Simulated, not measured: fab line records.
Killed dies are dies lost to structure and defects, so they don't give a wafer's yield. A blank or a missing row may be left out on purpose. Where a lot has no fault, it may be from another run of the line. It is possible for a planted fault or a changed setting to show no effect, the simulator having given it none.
fab line records	flow gf180mcu
[record] lots = 13	wafers = 39	last-day = 34
route steps=602 shown VT_IMPLANT@97 HV_LDD@230 PSD@258
lots untouched by any fault: they come from a run of this same line in which no faults occurred
start-h: hours from the record's opening day to when the first of the lot's shown wafers began	wait-h: hours since the lot's step before	" as in the row above	L1.1+2: one row covering several wafers at once	- no value, or no start was given	* or withheld: withheld	< > ~ a bound
route shown NAME@n: a module of which the file shows steps, and the number in the route of the first	usual: the fault-free wafers' mean and standard deviation	same: alike in all rows	chamber/n: place in a boat	sites: per-site readings	_std_site: how widely they spread, as a standard deviation	_edge_site: outer sites' mean less inner sites'	radius-mm: for every site, how far away it sits from the centre of the wafer	mask NAME#n: copy n	behind: the tool/chamber that last shaped the wafer	hold: what put the lot on hold/how long, in hours/how the hold closed	device: the transistor (n, p or np) that didn't switch	end of line: at the end of the route, the tests of the same wafers	for a step that has no rows: nothing shown but its recipe	killed: dies that structure and defects cost at the first sort, which is not the same as the wafer's yield	map: the dies of a wafer, with x for killed, . for not killed, _ for no die there
set.NAME: the setting that was run; set.NAME@STEP: the one run at that earlier step	model.NAME: the simulator's own value behind a step, which no gauge read
steps of the route over a sample of lots; a table a step, a row a wafer
services: the hour from which a tool's chamber was out of use, counted from the record's first day as start-h (under 0 if before that day), plus the number of hours and why
[[steps]]
[step GF_VT_IMPLANT_OVL_MEAS_07]
[usual] VT_IMPLANT_OVL = 2.0/1.4
lot.wafer	tool	chamber	start-h	wait-h	VT_IMPLANT_OVL[nm]
L173.1	overlay-02	-	113.86	0.1	3.0
L173.2	"	-	"	"	3.4
L173.5	"	-	"	"	3.0
L174.1	overlay-02	-	116.90	0.1	1.4
L174.4	"	-	"	"	1.0
L174.5	"	-	"	"	1.3
L175.1	overlay-02	-	129.61	0.1	2.4
L175.4	"	-	"	"	1.7
L175.5	"	-	"	"	1.7
L176.1	overlay-02	-	129.91	0.1	0.0
L176.3	"	-	"	"	1.5
L176.6	"	-	"	"	0.7
L178.3	overlay-02	-	141.05	0.1	2.4
L178.5	"	-	"	"	2.0
L178.6	"	-	"	"	1.3
L180.3	overlay-02	-	158.17	0.1	3.4
L180.5	"	-	"	"	2.0
L180.6	"	-	"	"	2.6
L182.1	overlay-02	-	167.11	0.1	4.4
L182.2	"	-	"	"	3.5
L182.4	"	-	"	"	5.0
L186.1	overlay-01	-	190.86	0.1	3.9
L186.2	"	-	"	"	2.2
L186.3	"	-	"	"	2.3
L187.2	overlay-02	-	196.86	0.1	1.6
L187.4	"	-	"	"	0.9
L187.5	"	-	"	"	0.6
L190.2	overlay-02	-	217.61	0.1	1.0
L190.4	"	-	"	"	-0.4
L190.6	"	-	"	"	1.6
L194.2	overlay-01	-	243.47	0.1	2.8
L194.3	"	-	"	"	2.1
L194.5	"	-	"	"	2.6
L195.3	overlay-01	-	249.37	0.1	-1.3
L195.5	"	-	"	"	0.8
L195.6	"	-	"	"	0.4
L196.1	overlay-01	-	252.50	0.1	2.9
L196.2	"	-	"	"	3.9
L196.6	"	-	"	"	3.2
[step GF_HV_LDD_CVD_54]
[recipe] material = SiO2	target-thk-nm = 10	precursor = TEOS	temp-c = 680	time-s = 75	pressure-mtorr = 400
[usual] spike-tc-upper-C = 679.7/1.2	zone-power-upper-pct = 11.0/0.97
lot.wafer	tool	chamber	start-h	wait-h	spike-tc-upper-C	zone-power-upper-pct
L173.1	lpcvd-01	1	275.62	0.1	679.4	12.5
L173.2	"	1	"	"	678.7	12.5
L173.5	"	1	"	"	681.6	12.5
L174.1	lpcvd-01	0	284.20	0.1	678.6	10.1
L174.4	"	0	"	"	679.8	10.2
L174.5	"	0	"	"	677.4	10.1
L175.1	lpcvd-02	0	294.60	0.1	679.3	11.8
L175.4	"	0	"	"	679.2	11.4
L175.5	"	0	"	"	679.0	11.6
L176.1	lpcvd-01	1	297.11	0.3	679.4	12.6
L176.3	"	1	"	"	682.3	12.7
L176.6	"	1	"	"	680.8	12.8
L178.3	lpcvd-01	1	313.56	0.1	679.6	12.8
L178.5	"	1	"	"	679.5	12.5
L178.6	"	1	"	"	680.3	12.5
L180.3	lpcvd-02	1	333.77	1.0	681.0	10.5
L180.5	"	1	"	"	680.2	10.3
L180.6	"	1	"	"	680.7	10.7
L182.1	lpcvd-01	0	346.26	0.1	678.9	10.0
L182.2	"	0	"	"	677.3	10.0
L182.4	"	0	"	"	678.5	10.1
L186.1	lpcvd-02	0	378.11	0.1	678.5	11.5
L186.2	"	0	"	"	678.6	11.7
L186.3	"	0	"	"	679.1	11.5
L187.2	lpcvd-02	1	386.05	0.1	680.1	10.5
L187.4	"	1	"	"	680.7	10.6
L187.5	"	1	"	"	677.9	10.5
L190.2	lpcvd-01	0	418.05	0.1	677.0	10.2
L190.4	"	0	"	"	680.5	10.1
L190.6	"	0	"	"	678.5	10.2
L194.2	lpcvd-02	1	448.15	0.1	679.5	10.4
L194.3	"	1	"	"	680.1	10.5
L194.5	"	1	"	"	678.9	10.4
L195.3	lpcvd-01	0	454.25	0.1	678.4	10.1
L195.5	"	0	"	"	679.1	10.1
L195.6	"	0	"	"	680.4	10.3
L196.1	lpcvd-02	1	461.46	0.1	680.5	10.6
L196.2	"	1	"	"	678.6	10.5
L196.6	"	1	"	"	681.2	10.6
[step GF_HV_LDD_THK_MEAS_55]
[recipe] reads = SiO2_of_HV_LDD_CVD_54
[usual] HV_LDD_CVD_54_THK = 9.99/0.17
lot.wafer	tool	chamber	start-h	wait-h	HV_LDD_CVD_54_THK[nm]
L173.1	film-metro-02	-	277.15	0.0	9.80
L173.2	"	-	"	"	9.71
L173.5	"	-	"	"	9.69
L174.1	film-metro-04	-	285.30	0.1	9.89
L174.4	"	-	"	"	9.90
L174.5	"	-	"	"	9.96
L175.1	film-metro-02	-	295.62	0.0	9.92
L175.4	"	-	"	"	10.00
L175.5	"	-	"	"	9.93
L176.1	film-metro-02	-	298.13	0.0	9.82
L176.3	"	-	"	"	9.78
L176.6	"	-	"	"	9.69
L178.3	film-metro-04	-	314.60	0.0	9.78
L178.5	"	-	"	"	9.78
L178.6	"	-	"	"	9.73
L180.3	film-metro-01	-	334.81	0.0	9.98
L180.5	"	-	"	"	9.97
L180.6	"	-	"	"	9.96
L182.1	film-metro-02	-	347.28	0.0	9.85
L182.2	"	-	"	"	9.85
L182.4	"	-	"	"	9.81
L186.1	film-metro-02	-	379.13	0.0	8.00
L186.2	"	-	"	"	7.69
L186.3	"	-	"	"	7.91
L187.2	film-metro-04	-	387.08	0.0	7.78
L187.4	"	-	"	"	7.78
L187.5	"	-	"	"	7.95
L190.2	film-metro-04	-	419.08	0.0	9.99
L190.4	"	-	"	"	10.13
L190.6	"	-	"	"	10.12
L194.2	film-metro-04	-	449.18	0.0	10.04
L194.3	"	-	"	"	10.01
L194.5	"	-	"	"	9.93
L195.3	film-metro-04	-	455.29	0.0	10.33
L195.5	"	-	"	"	10.11
L195.6	"	-	"	"	10.15
L196.1	film-metro-04	-	462.48	0.0	9.94
L196.2	"	-	"	"	10.06
L196.6	"	-	"	"	9.95
[step GF_PSD_STRIP_10]
[recipe] chemistry = O2/N2	power-w = 1400	pressure-mtorr = 1500	platen-temp-c = 250	o2-flow-sccm = 3000	n2-flow-sccm = 300	overash-fraction = 0.5
[usual] drypump-motor-current-A = 6.0/0.4	heater-power-w = 312/27	n2-flow-sccm = 299.9/0.89	oes-product-au = 0.592/0.0045	strip-time-to-endpoint-s = 16.52/0.035
lot.wafer	tool	chamber	start-h	wait-h	drypump-motor-current-A	heater-power-w	n2-flow-sccm	oes-product-au	rf-hours-counter-h	strip-time-to-endpoint-s
L173.1	plasma-asher-02	0	320.51	0.1	5.6	299	299.2	0.592	51	16.48
L173.2	"	1	"	"	6.2	332	299.6	0.584	51	16.47
L173.5	"	1	"	"	6.2	323	299.5	0.598	-	16.52
L174.1	plasma-asher-02	1	327.66	0.1	6.2	328	299.7	0.593	51	16.48
L174.4	"	0	"	"	5.7	301	300.4	0.587	-	16.50
L174.5	"	1	"	"	6.2	329	299.3	0.587	-	16.50
L175.1	plasma-asher-02	0	338.36	0.1	5.7	300	298.7	0.587	52	16.53
L175.4	"	1	"	"	6.2	337	300.7	0.591	-	16.54
L175.5	"	0	"	"	5.7	306	300.0	0.596	-	16.52
L176.1	plasma-asher-04	1	342.56	0.1	6.2	317	299.8	0.595	69	16.49
L176.3	"	1	"	"	6.2	311	298.8	0.590	-	16.49
L176.6	"	0	"	"	6.3	333	299.8	0.595	-	16.45
L178.3	plasma-asher-02	1	359.34	0.1	6.1	331	300.8	0.585	-	16.48
L178.5	"	0	"	"	5.7	300	299.7	0.589	-	16.55
L178.6	"	1	"	"	6.1	325	301.0	0.592	-	16.54
L180.3	plasma-asher-04	0	380.89	0.1	6.3	334	299.5	0.591	-	16.50
L180.5	"	1	"	"	6.2	310	299.6	0.596	-	16.51
L180.6	"	0	"	"	6.3	325	300.6	0.600	-	16.55
L182.1	plasma-asher-01	1	394.95	0.1	5.1	335	299.3	0.597	29	16.54
L182.2	"	0	"	"	6.2	248	298.7	0.589	29	16.52
L182.4	"	0	"	"	6.2	253	299.8	0.584	-	16.56
L186.1	plasma-asher-04	1	429.01	0.1	6.2	308	300.3	0.597	79	16.46
L186.2	"	0	"	"	6.3	330	300.3	0.592	79	16.45
L186.3	"	1	"	"	6.2	311	299.8	0.585	-	16.46
L187.2	plasma-asher-02	1	436.45	0.1	6.2	332	299.5	0.596	60	16.57
L187.4	"	0	"	"	5.6	299	297.9	0.593	-	16.58
L187.5	"	1	"	"	6.2	331	300.9	0.591	-	16.58
L190.2	plasma-asher-02	1	470.26	0.1	6.2	333	299.4	0.593	64	16.48
L190.4	"	1	"	"	6.2	336	299.3	0.594	-	16.47
L190.6	"	0	"	"	5.7	306	300.4	0.599	-	16.50
L194.2	plasma-asher-01	0	499.07	0.1	6.2	243	300.4	0.591	41	16.53
L194.3	"	1	"	"	5.1	328	300.5	0.588	-	16.50
L194.5	"	1	"	"	5.1	335	300.4	0.589	-	16.53
L195.3	plasma-asher-04	1	505.09	0.1	6.3	312	298.6	0.599	-	16.56
L195.5	"	1	"	"	6.3	309	299.0	0.591	-	16.54
L195.6	"	0	"	"	6.3	329	298.7	0.597	-	16.55
L196.1	plasma-asher-01	1	512.21	0.1	5.1	329	302.0	0.590	43	16.49
L196.2	"	0	"	"	6.2	248	298.9	0.593	43	16.50
L196.6	"	0	"	"	6.2	250	299.2	0.600	-	16.50
[step GF_PSD_TW_MEAS_11]
[usual] PSD_TW = 3207/50
lot.wafer	tool	chamber	start-h	wait-h	PSD_TW
L173.1	film-metro-04	-	320.61	0.1	3121
L173.2	"	-	"	"	3118
L173.5	"	-	"	"	3120
L174.1	film-metro-03	-	327.76	0.1	3259
L174.4	"	-	"	"	3260
L174.5	"	-	"	"	3260
L175.1	film-metro-03	-	338.46	0.1	3263
L175.4	"	-	"	"	3262
L175.5	"	-	"	"	3259
L176.1	film-metro-04	-	342.66	0.1	3116
L176.3	"	-	"	"	3129
L176.6	"	-	"	"	3122
L178.3	film-metro-03	-	359.43	0.1	3267
L178.5	"	-	"	"	3270
L178.6	"	-	"	"	3259
L180.3	film-metro-03	-	380.98	0.1	3263
L180.5	"	-	"	"	3263
L180.6	"	-	"	"	3274
L182.1	film-metro-01	-	395.05	0.1	3203
L182.2	"	-	"	"	3178
L182.4	"	-	"	"	3212
L186.1	film-metro-03	-	429.11	0.1	3241
L186.2	"	-	"	"	3240
L186.3	"	-	"	"	3230
L187.2	film-metro-03	-	436.56	0.1	3256
L187.4	"	-	"	"	3261
L187.5	"	-	"	"	3269
L190.2	film-metro-01	-	470.37	0.1	3202
L190.4	"	-	"	"	3187
L190.6	"	-	"	"	3200
L194.2	film-metro-03	-	499.18	0.1	3255
L194.3	"	-	"	"	3234
L194.5	"	-	"	"	3239
L195.3	film-metro-01	-	505.18	0.1	3159
L195.5	"	-	"	"	3171
L195.6	"	-	"	"	3170
L196.1	film-metro-01	-	512.31	0.1	3161
L196.2	"	-	"	"	3164
L196.6	"	-	"	"	3155
[[services]]
tool	chamber	start-h	hours	kind
plasma-asher-02	-	272.93	4.9	repair
plasma-asher-02	-	381.10	25.7	repair
plasma-asher-04	-	423.19	3.5	repair
plasma-asher-01	-	450.94	2.4	repair
lpcvd-01	-	469.93	2.2	repair
plasma-asher-04	-	484.01	14.6	pm
lpcvd-01	-	494.12	6.0	pm
plasma-asher-01	-	510.45	1.6	repair
[[key]]
[first-sign] step = GF_HV_LDD_THK_MEAS_55	reading = HV_LDD_CVD_54_THK	direction = down	sigmas = 12	usual = 9.99	struck = 7.85
effect none on later readings
met-at GF_HV_LDD_CVD_54
struck-lots L186,L187
tester-left-out L186,L187
not-acting-at GF_VT_IMPLANT_OVL_MEAS_07,GF_PSD_STRIP_10,GF_PSD_TW_MEAS_11
onset-between 333.77 378.11
[fault] kind = process-parameter-drift	tool = lpcvd-02	chamber = -	onset-h = 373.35	steps = GF_HV_LDD_CVD_54	channel = target-thk-nm	offset = -2.2945	shape = step	end-h = 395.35	acts-in = these-recipes-only	stated = 10
// tester-left-out: of these lots the tester's yield and bins aren't shown, on N5 and GAA mostly nor the transistor test; their killed dies are dies lost to structure and defects alone, not to doping, threshold or leakage, so they don't give the yield
